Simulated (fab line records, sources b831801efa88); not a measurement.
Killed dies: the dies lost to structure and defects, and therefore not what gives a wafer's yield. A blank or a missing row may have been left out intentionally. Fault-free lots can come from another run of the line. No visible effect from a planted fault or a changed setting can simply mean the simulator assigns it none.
Which tool did it?    flow gf180mcu    12 lots, 36 wafers sampled, at 2 steps of a route of 602

## WHAT THE GAUGES READ, wafer by wafer
GF_V5_OVL_MEAS_15. Usual: V5_OVL -4 nm, standard deviation 5.5.
lot   measured      on          V5_OVL (nm)  flag
L194  day 26 15:43  overlay-02  -13 -12 -11  
L195  day 27 07:31  overlay-01  -8 -3 -2     
L196  day 27 10:35  overlay-02  -7 -7 -12    
L197  day 28 00:43  overlay-01  -3 0 -4      
L198  day 28 20:00  overlay-01  3 -7 2       
L204  day 30 17:02  overlay-02  -5 -5 -11    
L205  day 30 20:06  overlay-02  -10 -9 -10   
L208  day 31 10:24  overlay-01  -3 0 -2      
L207  day 31 12:55  overlay-01  2 -7 -7      
L210  day 32 00:10  overlay-01  -10 -11 -9   
L211  day 32 05:19  overlay-02  -4 -1 -3     
L215  day 32 20:31  overlay-02  -4 -2 -1     

## TOOL THAT RAN EACH LOT (tool first, then ch and the chambers of the sampled wafers, then the start)
lot   GF_V3_CVD_23
L194  cvd_w-01 ch 0,1, day 21 19:05
L195  cvd_w-02 ch 0,1, day 22 13:50
L196  cvd_w-02 ch 0,1, day 22 17:20
L197  cvd_w-01 ch 0, day 23 08:55
L198  cvd_w-01 ch 0,1, day 24 07:58
L204  cvd_w-01 ch 0,1, day 26 11:51
L205  cvd_w-01 ch 0,1, day 26 13:56
L208  cvd_w-01 ch 0,1, day 27 07:43
L207  cvd_w-01 ch 0,1, day 27 10:04
L210  cvd_w-02 ch 0,1, day 27 21:23
L211  cvd_w-02 ch 0,1, day 28 05:30
L215  cvd_w-02 ch 0,1, day 28 22:34
- GF_V3_CVD_23: deposits W, target thk 350 nm, time 104.9 s.

## AS READ BY THE TOOLS THEMSELVES (means over the sampled wafers that have a number; for cases with no such wafer, the mark the record gives instead)
GF_V3_CVD_23. Usual: heater_power_w at 805 W, with a standard deviation of 63.
lot   tool      heater_power_w (W)  flag
L194  cvd_w-01  803                 
L195  cvd_w-02  749                 
L196  cvd_w-02  745                 
L197  cvd_w-01  857                 
L198  cvd_w-01  868                 
L204  cvd_w-01  858                 
L205  cvd_w-01  811                 
L208  cvd_w-01  816                 
L207  cvd_w-01  802                 
L210  cvd_w-02  763                 
L211  cvd_w-02  807                 
L215  cvd_w-02  806                 

## THE ANSWER, worked out from the rows above alone
Rule: a lot is off if the mean of its wafers that have a number lies more than 3 standard deviations from the usual mean. A lot without any number at a reading at which 4 lots or more have one is off too. Any other lot the step has rows for is counted as sound. The gauges are gone through in route order, then the tools' own readings, and for those a lot's mean is taken as printed above. At the first step where some lot is off, the reading lying furthest off is the one used; lots without a number count as furthest.
Across all readings shown, no lot is off: no conclusion can be drawn from this.

## WHAT WAS PUT IN BY THE SIMULATOR
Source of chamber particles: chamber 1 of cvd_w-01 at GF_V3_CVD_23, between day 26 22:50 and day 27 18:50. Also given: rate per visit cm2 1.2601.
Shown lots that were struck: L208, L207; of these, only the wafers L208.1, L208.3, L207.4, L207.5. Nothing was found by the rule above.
